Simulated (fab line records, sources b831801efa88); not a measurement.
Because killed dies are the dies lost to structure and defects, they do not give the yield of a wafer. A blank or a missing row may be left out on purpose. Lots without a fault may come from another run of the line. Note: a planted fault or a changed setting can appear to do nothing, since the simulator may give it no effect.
Which tool is to blame? + flow sky130 + 12 lots, 35 wafers sampled, at 5 steps of a route of 708

== WHAT THE GAUGES SHOWED, per wafer ==
SKY_VIA2_THK_MEAS_01. Usual: VIA2_HDPCVD_THK typically reads 1180 nm, with standard deviation 12.
| lot  | measured     | on           | VIA2_HDPCVD_THK (nm) | flag |
|------|--------------|--------------|----------------------|------|
| L414 | day 35 10:23 | filmMetro-02 | 1198 1210 1217       |      |
| L415 | day 35 15:14 | filmMetro-02 | 1179 1164 1183       |      |
| L416 | day 36 01:53 | filmMetro-02 | 1160 1151 1167       |      |
| L417 | day 36 10:52 | filmMetro-04 | 1189 1177 1175       |      |
| L418 | day 36 14:38 | filmMetro-01 | 1188 1173 1174       |      |
| L420 | day 37 13:59 | filmMetro-01 | 1190 1175 1184       |      |
| L421 | day 38 03:05 | filmMetro-01 | 1180 1189 1168       |      |
| L422 | day 38 05:33 | filmMetro-01 | 1178 1186 1162       |      |
| L424 | day 39 00:15 | filmMetro-02 | 1190 1196 1192       |      |
| L426 | day 39 12:56 | filmMetro-02 | 1197 1180 1184       |      |
| L429 | day 40 11:34 | filmMetro-02 | 1154 1183 1170       |      |
| L435 | day 42 11:17 | filmMetro-01 | 1176 2041            | OFF  |

== WHAT TOOL EACH LOT RAN ON (gives the tool, then ch and the chambers of the sampled wafers, and finally the start) ==
| lot  | SKY_CONTACT_CMP_27            | SKY_METAL1_SPUTTER_02       | SKY_METAL1_SPUTTER_04       | SKY_VIA2_HDPCVD_00               |
|------|-------------------------------|-----------------------------|-----------------------------|----------------------------------|
| L414 | cmp-02 ch 0,3, day 31 19:02   | pvdSputter-01, day 31 19:22 | pvdSputter-01, day 31 19:25 | hdpcvd-02 ch 0,2, day 35 10:15   |
| L415 | cmp-02 ch 0,1,3, day 32 00:28 | pvdSputter-04, day 32 00:49 | pvdSputter-04, day 32 00:52 | hdpcvd-01 ch 0,2, day 35 15:06   |
| L416 | cmp-02 ch 1,2,3, day 32 12:11 | pvdSputter-04, day 32 12:29 | pvdSputter-04, day 32 12:31 | hdpcvd-01 ch 0,1,2, day 36 01:45 |
| L417 | cmp-02 ch 0,2,3, day 32 21:02 | pvdSputter-04, day 32 21:23 | pvdSputter-04, day 32 21:26 | hdpcvd-01 ch 0,1,2, day 36 10:44 |
| L418 | cmp-01 ch 0,3, day 33 01:32   | pvdSputter-01, day 33 01:53 | pvdSputter-01, day 33 01:56 | hdpcvd-02 ch 0,1,2, day 36 14:30 |
| L420 | cmp-01 ch 0,1,3, day 34 00:14 | pvdSputter-04, day 34 00:32 | pvdSputter-04, day 34 00:34 | hdpcvd-01 ch 0,2, day 37 13:50   |
| L421 | cmp-02 ch 2,3, day 34 13:23   | pvdSputter-03, day 34 13:41 | pvdSputter-03, day 34 13:44 | hdpcvd-02 ch 0,1,2, day 38 02:59 |
| L422 | cmp-02 ch 0,2,3, day 34 17:11 | pvdSputter-03, day 34 17:32 | pvdSputter-03, day 34 17:34 | hdpcvd-01 ch 0,2, day 38 05:25   |
| L424 | cmp-01 ch 0,1,3, day 35 10:20 | pvdSputter-03, day 35 10:32 | pvdSputter-03, day 35 10:34 | hdpcvd-02 ch 0,2, day 39 00:08   |
| L426 | cmp-02 ch 1,2, day 36 00:59   | pvdSputter-01, day 36 01:20 | pvdSputter-01, day 36 01:23 | hdpcvd-01 ch 0,1,2, day 39 12:48 |
| L429 | cmp-01 ch 0,1,3, day 37 02:37 | pvdSputter-04, day 37 02:58 | pvdSputter-04, day 37 03:01 | hdpcvd-01 ch 0,1,2, day 40 11:26 |
| L435 | cmp-02 ch 3, day 39 04:14     | pvdSputter-03, day 39 04:32 | pvdSputter-03, day 39 04:34 | hdpcvd-01 ch 0,1, day 42 11:08   |
- SKY_CONTACT_CMP_27: polishes, stops on SiO2, t overpolish 15 s, target thk 0 nm.
- SKY_METAL1_SPUTTER_02: material AlCu, target thk 250 nm, time 13.3 s.
- SKY_METAL1_SPUTTER_04: material TiN, target thk 70 nm, time 58.3 s.
- SKY_VIA2_HDPCVD_00: deposits SiO2, target thk 1180 nm, time 196.7 s.

== AS READ BY THE TOOLS THEMSELVES (means over the sampled wafers that have a number; for cases with no such wafer, the mark the record gives instead) ==
SKY_CONTACT_CMP_27. Usual: motorCurrentA 11.1 A, standard deviation 1.7; overpolishRunS 15.000 s, standard deviation 0.0092; retainingRingPressureFrac 1.001, standard deviation 0.0051; timeToEndpointS 84 s, standard deviation 3.2.
| lot  | tool   | motorCurrentA (A) | overpolishRunS (s) | retainingRingPressureFrac | timeToEndpointS (s) | flag |
|------|--------|-------------------|--------------------|---------------------------|---------------------|------|
| L414 | cmp-02 | 11.0              | 14.999             | 0.995                     | 87                  |      |
| L415 | cmp-02 | 9.8               | 15.003             | 1.001                     | 86                  |      |
| L416 | cmp-02 | 9.7               | 15.000             | 1.007                     | 83                  |      |
| L417 | cmp-02 | 10.2              | 14.990             | 1.003                     | 81                  |      |
| L418 | cmp-01 | 13.6              | 15.000             | 1.002                     | 84                  |      |
| L420 | cmp-01 | 12.4              | 15.001             | 0.996                     | 84                  |      |
| L421 | cmp-02 | 10.5              | 14.990             | 0.999                     | 83                  |      |
| L422 | cmp-02 | 10.6              | 14.990             | 1.004                     | 87                  |      |
| L424 | cmp-01 | 12.5              | 14.999             | 1.006                     | 85                  |      |
| L426 | cmp-02 | 9.4               | 14.995             | 0.995                     | 84                  |      |
| L429 | cmp-01 | 12.5              | 15.005             | 1.000                     | 84                  |      |
| L435 | cmp-02 | 10.3              | 15.005             | 1.005                     | 85                  |      |

SKY_METAL1_SPUTTER_02. Usual: throttleValvePct 30.0 %, standard deviation 0.69.
| lot  | tool          | throttleValvePct (%) | flag |
|------|---------------|----------------------|------|
| L414 | pvdSputter-01 | 29.9                 |      |
| L415 | pvdSputter-04 | 29.6                 |      |
| L416 | pvdSputter-04 | 29.7                 |      |
| L417 | pvdSputter-04 | 29.7                 |      |
| L418 | pvdSputter-01 | 30.5                 |      |
| L420 | pvdSputter-04 | 30.3                 |      |
| L421 | pvdSputter-03 | 30.3                 |      |
| L422 | pvdSputter-03 | 30.4                 |      |
| L424 | pvdSputter-03 | 30.2                 |      |
| L426 | pvdSputter-01 | 30.1                 |      |
| L429 | pvdSputter-04 | 30.4                 |      |
| L435 | pvdSputter-03 | 30.2                 |      |

SKY_METAL1_SPUTTER_04. Usual: throttleValvePct 30.0 %, standard deviation 0.65.
| lot  | tool          | throttleValvePct (%) | flag |
|------|---------------|----------------------|------|
| L414 | pvdSputter-01 | 30.1                 |      |
| L415 | pvdSputter-04 | 29.7                 |      |
| L416 | pvdSputter-04 | 29.7                 |      |
| L417 | pvdSputter-04 | 29.7                 |      |
| L418 | pvdSputter-01 | 30.5                 |      |
| L420 | pvdSputter-04 | 30.4                 |      |
| L421 | pvdSputter-03 | 30.4                 |      |
| L422 | pvdSputter-03 | 30.3                 |      |
| L424 | pvdSputter-03 | 30.2                 |      |
| L426 | pvdSputter-01 | 30.3                 |      |
| L429 | pvdSputter-04 | 30.3                 |      |
| L435 | pvdSputter-03 | 30.4                 |      |

SKY_VIA2_HDPCVD_00. Usual: susceptorTempC 400.01 C, standard deviation 0.2.
| lot  | tool      | susceptorTempC (C) | flag |
|------|-----------|--------------------|------|
| L414 | hdpcvd-02 | 399.79             |      |
| L415 | hdpcvd-01 | 400.02             |      |
| L416 | hdpcvd-01 | 399.97             |      |
| L417 | hdpcvd-01 | 400.18             |      |
| L418 | hdpcvd-02 | 400.04             |      |
| L420 | hdpcvd-01 | 400.13             |      |
| L421 | hdpcvd-02 | 399.81             |      |
| L422 | hdpcvd-01 | 399.88             |      |
| L424 | hdpcvd-02 | 399.93             |      |
| L426 | hdpcvd-01 | 400.05             |      |
| L429 | hdpcvd-01 | 399.99             |      |
| L435 | hdpcvd-01 | 400.19             |      |

== THE ANSWER, worked out from the rows above alone ==
Rule: a lot is off if the mean of its wafers that have a number lies more than 3 standard deviations from the usual mean. Also off: a lot with no number at a reading for which 4 or more lots have one. Any other lot the step has rows for is counted as sound. First the gauges in route order, then the tools' own readings, where a lot's mean is used as printed above. At the first step where some lot is off, the reading lying furthest off is the one used; lots without a number count as furthest.
Off: L435, seen at SKY_VIA2_THK_MEAS_01 (VIA2_HDPCVD_THK).
A tool fits if, at a process step before that reading, it ran every lot that is off, and no sound lot after the first of them. Those tools and the gauges at SKY_VIA2_THK_MEAS_01 are tried in the same way. Can't be told from this: 4 tools fit, cmp-02 at SKY_CONTACT_CMP_27, pvdSputter-03 at SKY_METAL1_SPUTTER_02 and SKY_METAL1_SPUTTER_04, hdpcvd-01 at SKY_VIA2_HDPCVD_00, filmMetro-01 at SKY_VIA2_THK_MEAS_01.

== WHAT THE SIMULATOR PUT IN ==
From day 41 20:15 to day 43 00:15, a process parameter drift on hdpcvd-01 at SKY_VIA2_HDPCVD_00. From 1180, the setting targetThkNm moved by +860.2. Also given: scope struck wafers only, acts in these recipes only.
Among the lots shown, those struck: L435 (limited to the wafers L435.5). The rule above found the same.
